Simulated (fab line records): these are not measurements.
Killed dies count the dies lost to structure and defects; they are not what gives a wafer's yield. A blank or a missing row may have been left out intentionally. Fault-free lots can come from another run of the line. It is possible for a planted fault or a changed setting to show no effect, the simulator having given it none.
Matching of chambers :: flow sfq line :: SFQ_TRILAYER_I1_VIA_ETCH_VIA_ETCH_052 on rie diel-03: 4 sister chambers
The step etches SiO2 in CHF3, stops on Nb, target depth 260 nm. 4 wafers are shown with their chamber, then 7 later ones without.

## WAFERS WITH THEIR CHAMBER
wafer: L967.4
chamber: 1
bias w (W): 80.36

wafer: L970.2
chamber: 3
bias w (W): 79.89

wafer: L977.1
chamber: 0
bias w (W): 79.99

wafer: L977.4
chamber: 2
bias w (W): 80.50

## WAFERS WHOSE CHAMBER IS MISSING
wafer: L977.6
bias w (W): 80.23

wafer: L982.1
bias w (W): 79.87

wafer: L982.3
bias w (W): 79.95

wafer: L982.4
bias w (W): 79.69

wafer: L985.2
bias w (W): 80.27

wafer: L985.3
bias w (W): 79.96

wafer: L985.4
bias w (W): 80.07

## WHICH CHAMBER EACH ONE RAN IN
wafer: L977.6
from the rows above: can't be placed: 1 or 0 or 2
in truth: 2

wafer: L982.1
from the rows above: can't be placed: 3 or 0
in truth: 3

wafer: L982.3
from the rows above: can't be placed: 0 or 3
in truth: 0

wafer: L982.4
from the rows above: can't be placed: 3 or 0
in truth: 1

wafer: L985.2
from the rows above: can't be placed: 1 or 2 or 0
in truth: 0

wafer: L985.3
from the rows above: can't be placed: 0 or 3
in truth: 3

wafer: L985.4
from the rows above: can't be placed: 0 or 3
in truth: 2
Correct placement for 0 of the 7. Can't be placed from these rows: 7 (the true chamber is among the candidates in 5). Placed wrongly: 0.
How it was worked out, from the rows above alone: a wafer's distance from a chamber is the root of the sum, over the readings, of the square of ((its reading less the chamber's mean) divided by the reading's scatter). If the next closest chamber is less than 2 further off than the closest, the wafer can't be placed; otherwise it belongs to the closest. The mean given for a chamber averages the wafers shown for that chamber. The scatter (one wafer shown for each chamber): square how far every hidden wafer sits from the nearest shown wafer, average those squares and take the square root.
